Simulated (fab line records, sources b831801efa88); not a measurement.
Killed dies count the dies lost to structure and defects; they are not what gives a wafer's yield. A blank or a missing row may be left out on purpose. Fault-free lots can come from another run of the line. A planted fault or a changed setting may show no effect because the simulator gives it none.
fab line records	flow gf180mcu
record lots=13	wafers=39	last_day=34
route steps=602 shown TOP_METAL@567
lots that met no fault: taken from a fault-free run of the same line
start_h: hours from the record's opening day to when the first of the lot's shown wafers began	wait_h: hours elapsed since this lot's preceding step	" unchanged from the row above	L1.1+2: a row that stands for several wafers	- either no value or no given start	* or withheld: withheld	< > ~ a bound
route shown NAME@n: names a module that has steps shown in the file, with the first one's number in the route	usual: average and standard deviation across the fault-free wafers	same: alike in all rows	chamber/n: place in a boat	sites: the reading at each site	_std_site: how widely they spread, as a standard deviation	_edge_site: inner sites' mean taken away from outer sites' mean	radius_mm: how far each site lies from the wafer's centre	mask NAME#n: copy n	behind: the tool/chamber that last shaped the wafer	hold: why the lot was held/for how many hours/how that ended	device: transistor that didn't switch, given as n, p or np	end of line: the route-end tests of the same wafers	step lacking rows: just its recipe	killed: dies lost to structure and defects at the first sort, not the wafer's yield	map: the dies of a wafer, with x for killed, . for not killed, _ for no die there
set.NAME: the setting as run; set.NAME@STEP: as run at that earlier step	model.NAME: the simulator's own value behind a step, which no gauge read
steps of the route over a sample of lots; a table a step, a row a wafer
services: from which hour (start_h, from the record's first day; less than 0 if before it) a tool's chamber was out of use, for how many hours, and why
## steps
# step GF_TOP_METAL_SPUTTER_00
# recipe material=Ti	target_thk_nm=37.5	arriving_ion_energy_ev=80	substrate_temp_c=200	chamber_pressure_pa=2	power_w=4000	time_s=150
# usual throttle_valve_pct=29.6/0.95
lot.wafer	tool	chamber	start_h	wait_h	throttle_valve_pct
L480.1	pvd_sputter-01	-	631.03	0.2	28.8
L480.4	"	-	"	"	30.8
L480.5	"	-	"	"	30.2
L481.2	pvd_sputter-01	-	638.25	0.2	30.8
L481.5	"	-	"	"	30.4
L481.6	"	-	"	"	30.5
L485.2	pvd_sputter-04	-	662.40	0.1	29.4
L485.4	"	-	"	"	28.4
L485.6	"	-	"	"	28.3
L487.1	pvd_sputter-04	-	677.54	0.1	28.7
L487.2	"	-	"	"	31.3
L487.3	"	-	"	"	29.5
L494.3	pvd_sputter-03	-	733.35	0.2	29.1
L494.5	"	-	"	"	28.9
L494.6	"	-	"	"	28.8
L495.1	pvd_sputter-04	-	738.95	0.1	28.8
L495.4	"	-	"	"	30.6
L495.6	"	-	"	"	28.7
L496.2	pvd_sputter-04	-	743.99	0.1	29.4
L496.4	"	-	"	"	28.7
L496.5	"	-	"	"	28.5
L497.3	pvd_sputter-01	-	747.18	0.1	30.9
L497.4	"	-	"	"	30.4
L497.5	"	-	"	"	30.6
L498.1	pvd_sputter-04	-	755.35	0.1	28.3
L498.2	"	-	"	"	29.6
L498.5	"	-	"	"	28.7
L499.1	pvd_sputter-03	-	764.45	0.1	29.1
L499.2	"	-	"	"	28.7
L499.3	"	-	"	"	29.0
L500.3	pvd_sputter-01	-	765.70	0.2	30.0
L500.5	"	-	"	"	30.7
L500.6	"	-	"	"	30.0
L501.2	pvd_sputter-01	-	770.99	0.2	30.6
L501.4	"	-	"	"	30.3
L501.6	"	-	"	"	30.4
L502.1	pvd_sputter-04	-	783.85	0.1	31.1
L502.3	"	-	"	"	28.6
L502.5	"	-	"	"	31.2
# step GF_TOP_METAL_SPUTTER_01
# recipe material=TiN	target_thk_nm=30	power_w=6500	time_s=25	chamber_pressure_pa=0.4
# usual throttle_valve_pct=29.6/0.93
lot.wafer	tool	chamber	start_h	wait_h	throttle_valve_pct
L480.1	pvd_sputter-01	-	631.13	0.1	28.6
L480.4	"	-	"	"	30.7
L480.5	"	-	"	"	30.1
L481.2	pvd_sputter-01	-	638.35	0.1	30.9
L481.5	"	-	"	"	30.1
L481.6	"	-	"	"	30.4
L485.2	pvd_sputter-04	-	662.50	0.1	29.3
L485.4	"	-	"	"	28.6
L485.6	"	-	"	"	28.6
L487.1	pvd_sputter-04	-	677.64	0.1	28.4
L487.2	"	-	"	"	31.2
L487.3	"	-	"	"	29.3
L494.3	pvd_sputter-03	-	733.45	0.1	29.2
L494.5	"	-	"	"	29.2
L494.6	"	-	"	"	28.8
L495.1	pvd_sputter-04	-	739.05	0.1	28.8
L495.4	"	-	"	"	30.9
L495.6	"	-	"	"	28.5
L496.2	pvd_sputter-04	-	744.09	0.1	29.3
L496.4	"	-	"	"	28.5
L496.5	"	-	"	"	28.6
L497.3	pvd_sputter-01	-	747.28	0.1	30.5
L497.4	"	-	"	"	30.6
L497.5	"	-	"	"	30.7
L498.1	pvd_sputter-04	-	755.45	0.1	28.6
L498.2	"	-	"	"	29.3
L498.5	"	-	"	"	28.6
L499.1	pvd_sputter-03	-	764.55	0.1	29.4
L499.2	"	-	"	"	28.7
L499.3	"	-	"	"	28.9
L500.3	pvd_sputter-01	-	765.80	0.1	30.0
L500.5	"	-	"	"	31.1
L500.6	"	-	"	"	30.1
L501.2	pvd_sputter-01	-	771.10	0.1	30.6
L501.4	"	-	"	"	30.8
L501.6	"	-	"	"	30.1
L502.1	pvd_sputter-04	-	783.95	0.1	31.1
L502.3	"	-	"	"	28.7
L502.5	"	-	"	"	31.1
# step GF_TOP_METAL_EXPOSE_11
# recipe mask_id=MetalTop	target_cd_nm=440	na=0.6	source_shape=conventional	sigma_outer=0.6	dose_mj=170
# same na=0.6
lot.wafer	tool	chamber	start_h	wait_h	mask
L480.1+4+5	iline_stepper-01	0	641.27	-	MetalTop#0
L481.2+5+6	iline_stepper-02	0	649.04	-	MetalTop#0
L485.2+4+6	iline_stepper-01	0	672.93	-	MetalTop#0
L487.1+2+3	iline_stepper-02	0	687.40	-	MetalTop#0
L494.3+5+6	iline_stepper-01	0	742.78	-	MetalTop#0
L495.1+4+6	iline_stepper-02	0	747.69	-	MetalTop#0
L496.2+4+5	iline_stepper-01	0	752.21	-	MetalTop#0
L497.3+4+5	iline_stepper-01	0	755.46	-	MetalTop#0
L498.1+2+5	iline_stepper-02	0	763.94	-	MetalTop#0
L499.1+2+3	iline_stepper-01	0	773.04	-	MetalTop#0
L500.3+5+6	iline_stepper-01	0	773.76	-	MetalTop#0
L501.2+4+6	iline_stepper-02	0	779.31	-	MetalTop#0
L502.1+3+5	iline_stepper-01	0	791.84	-	MetalTop#0
# step GF_TOP_METAL_CD_MEAS_14
# recipe target_cd_nm=440
# usual cd_nm=440.6/2.5
lot.wafer	tool	chamber	start_h	wait_h	cd_nm
L480.1	cd_sem-01	-	651.53	0.1	437.7
L480.4	"	-	"	"	438.0
L480.5	"	-	"	"	438.0
L481.2	cd_sem-01	-	658.14	0.1	441.7
L481.5	"	-	"	"	439.7
L481.6	"	-	"	"	440.7
L485.2	cd_sem-02	-	681.83	0.1	440.5
L485.4	"	-	"	"	437.8
L485.6	"	-	"	"	438.3
L487.1	cd_sem-01	-	696.24	0.2	438.5
L487.2	"	-	"	"	439.5
L487.3	"	-	"	"	303.0
L494.3	cd_sem-02	-	750.75	0.1	442.4
L494.5	"	-	"	"	438.0
L494.6	"	-	"	"	439.9
L495.1	cd_sem-01	-	755.41	0.1	441.5
L495.4	"	-	"	"	441.1
L495.6	"	-	"	"	441.4
L496.2	cd_sem-02	-	760.03	0.1	439.3
L496.4	"	-	"	"	440.6
L496.5	"	-	"	"	439.8
L497.3	cd_sem-02	-	763.25	0.1	438.5
L497.4	"	-	"	"	439.2
L497.5	"	-	"	"	439.0
L498.1	cd_sem-02	-	772.02	0.1	444.0
L498.2	"	-	"	"	444.2
L498.5	"	-	"	"	444.6
L499.1	cd_sem-02	-	780.56	0.1	437.3
L499.2	"	-	"	"	440.6
L499.3	"	-	"	"	440.2
L500.3	cd_sem-02	-	781.65	0.1	442.9
L500.5	"	-	"	"	444.1
L500.6	"	-	"	"	443.7
L501.2	cd_sem-02	-	786.49	0.1	439.7
L501.4	"	-	"	"	439.9
L501.6	"	-	"	"	439.0
L502.1	cd_sem-02	-	799.11	0.1	441.9
L502.3	"	-	"	"	441.0
L502.5	"	-	"	"	440.6
# step GF_TOP_METAL_OVL_MEAS_15
# usual TOP_METAL_OVL=0.3/1.2
lot.wafer	tool	chamber	start_h	wait_h	TOP_METAL_OVL[nm]
L480.1	overlay-02	-	651.65	0.1	2.1
L480.4	"	-	"	"	1.7
L480.5	"	-	"	"	1.7
L481.2	overlay-01	-	658.25	0.1	0.0
L481.5	"	-	"	"	1.7
L481.6	"	-	"	"	2.1
L485.2	overlay-02	-	681.94	0.1	-1.3
L485.4	"	-	"	"	-1.4
L485.6	"	-	"	"	0.1
L487.1	overlay-02	-	696.36	0.1	0.5
L487.2	"	-	"	"	1.0
L487.3	"	-	"	"	-0.6
L494.3	overlay-02	-	750.84	0.1	-0.1
L494.5	"	-	"	"	0.3
L494.6	"	-	"	"	-0.6
L495.1	overlay-01	-	755.53	0.1	0.1
L495.4	"	-	"	"	0.3
L495.6	"	-	"	"	3.1
L496.2	overlay-02	-	760.14	0.1	2.0
L496.4	"	-	"	"	0.2
L496.5	"	-	"	"	2.3
L497.3	overlay-02	-	763.34	0.1	-0.6
L497.4	"	-	"	"	-0.7
L497.5	"	-	"	"	-1.4
L498.1	overlay-02	-	772.14	0.1	-1.8
L498.2	"	-	"	"	-1.9
L498.5	"	-	"	"	0.1
L499.1	overlay-02	-	780.68	0.1	1.0
L499.2	"	-	"	"	1.8
L499.3	"	-	"	"	-0.8
L500.3	overlay-02	-	781.74	0.1	1.4
L500.5	"	-	"	"	0.8
L500.6	"	-	"	"	2.4
L501.2	overlay-02	-	786.60	0.1	0.1
L501.4	"	-	"	"	0.8
L501.6	"	-	"	"	0.9
L502.1	overlay-01	-	799.23	0.1	-1.4
L502.3	"	-	"	"	1.7
L502.5	"	-	"	"	1.6
## services
tool	chamber	start_h	hours	kind
pvd_sputter-04	-	633.12	9.8	repair
pvd_sputter-03	-	638.32	0.7	repair
pvd_sputter-03	3	639.55	-	consumable_replace:kit
iline_stepper-01	-	646.38	4.4	pm
pvd_sputter-01	3	664.70	-	consumable_replace:kit
pvd_sputter-01	3	664.70	18.0	scheduled_down
pvd_sputter-01	3	664.70	18.0	vent_cycle
pvd_sputter-04	1	670.69	-	consumable_replace:kit
pvd_sputter-04	1	670.69	18.0	scheduled_down
pvd_sputter-04	1	670.69	18.0	vent_cycle
iline_stepper-02	-	681.54	1.7	pm
pvd_sputter-01	-	685.31	1.6	repair
pvd_sputter-01	-	689.55	0.7	repair
iline_stepper-02	-	692.27	8.9	pm
iline_stepper-02	0	700.36	-	calibration
iline_stepper-01	-	708.83	1.7	pm
iline_stepper-01	0	739.95	-	calibration
iline_stepper-02	-	760.66	1.0	repair
pvd_sputter-01	2	768.57	-	consumable_replace:kit
pvd_sputter-01	2	768.57	18.0	scheduled_down
pvd_sputter-01	2	768.57	18.0	vent_cycle
pvd_sputter-04	0	784.07	-	consumable_replace:kit
pvd_sputter-04	0	784.07	18.0	scheduled_down
pvd_sputter-04	0	784.07	18.0	vent_cycle
## key
first_sign step=GF_TOP_METAL_CD_MEAS_14	reading=cd_nm	direction=down	sigmas=54	usual=440.6	struck=303.0
effect none on later readings
met_at GF_TOP_METAL_EXPOSE_11
struck_lots L487
struck_wafers L487.3
later_rows_left_out L487.3
sort_left_out L487.3
not_acting_at GF_TOP_METAL_SPUTTER_00,GF_TOP_METAL_SPUTTER_01,GF_TOP_METAL_OVL_MEAS_15
onset_between 649.04 687.40
fault kind=process_parameter_drift	tool=iline_stepper-02	chamber=-	onset_h=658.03	steps=GF_TOP_METAL_EXPOSE_11	channel=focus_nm	offset=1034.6	shape=step	end_h=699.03	scope=struck_wafers_only
# sort_left_out: the simulated sort isn't trusted on such a fault, so these wafers' sort isn't shown, and their yield isn't known
# later_rows_left_out: the simulator's readings of these wafers behind a module that went badly wrong aren't trusted and aren't shown, but for the sort
